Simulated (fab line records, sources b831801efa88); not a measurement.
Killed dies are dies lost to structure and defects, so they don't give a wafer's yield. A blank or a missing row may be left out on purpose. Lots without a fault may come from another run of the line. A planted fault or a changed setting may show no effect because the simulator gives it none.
One fault seen from 2 desks | flow sky130 | each desk has only its own numbers; what lay behind them comes last

THE METROLOGY DESK
What the gauges read, lot by lot, whatever tool the lot ran on: means of the sampled wafers that have a number. A lot is out of limits, marked OUT, if its mean lies more than 4 standard deviations from the usual mean; the brackets give that distance.
Columns: A = VT_ADJUST_NCORE_TW at SKY_VT_ADJUST_NCORE_TW_MEAS_11, usual 218.7; B = cd_nm at SKY_SONOS_TUNNEL_CD_MEAS_07, usual 410.0 nm; C = SONOS_ONO_CVD_04_THK at SKY_SONOS_ONO_THK_MEAS_05, usual 5.76 nm
lot  | first seen here | A     | B     | C
L839 | day 9 17:16     | 217.4 | 409.8 | 5.74
L841 | day 9 23:31     | 223.5 | 409.9 | 5.69
L842 | day 10 09:02    | 215.8 | 410.6 | 5.48
L844 | day 10 17:08    | 216.7 | 410.3 | 5.74
L846 | day 11 07:40    | 218.4 | 410.7 | 5.68
L848 | day 11 19:50    | 222.5 | 411.2 | 5.92
L849 | day 12 02:13    | 220.2 | 410.8 | 5.76
L850 | day 12 10:16    | 216.6 | 411.8 | 5.85
L852 | day 13 00:57    | 217.6 | 407.6 | 5.68
L856 | day 14 08:55    | 221.2 | 409.4 | 5.72
L858 | day 14 22:07    | 221.1 | 409.2 | 5.78
L859 | day 15 01:52    | 216.4 | 408.7 | 5.59
L860 | day 15 06:01    | 217.8 | 410.7 | 5.74
This desk's finding: nothing out of limits on any of the 13 lots.

THE TOOL OWNER'S DESK: litho_track-02
The tool's own readings at SKY_GATE_OXIDE_COAT_05 (resist thk 1140 nm): means of the sampled wafers that have a number, for each lot that ran on this tool. A lot is out of limits, marked OUT, if its mean lies more than 4 standard deviations from the usual mean; the brackets give that distance.
Columns: A = exhaust_pa at SKY_GATE_OXIDE_COAT_05, usual 44.8 Pa
lot  | first seen here | A
L842 | day 15 09:20    | 45.3
L844 | day 15 17:07    | 44.1
L846 | day 16 13:22    | 45.2
L856 | day 20 02:40    | 45.1
L858 | day 20 15:56    | 43.5
This desk's finding: nothing out of limits on any of the 5 lots.

PUT TOGETHER
The metrology desk saw nothing out of limits.
The tool owner's desk saw nothing out of limits.

WHAT THE SIMULATOR HAD PUT IN
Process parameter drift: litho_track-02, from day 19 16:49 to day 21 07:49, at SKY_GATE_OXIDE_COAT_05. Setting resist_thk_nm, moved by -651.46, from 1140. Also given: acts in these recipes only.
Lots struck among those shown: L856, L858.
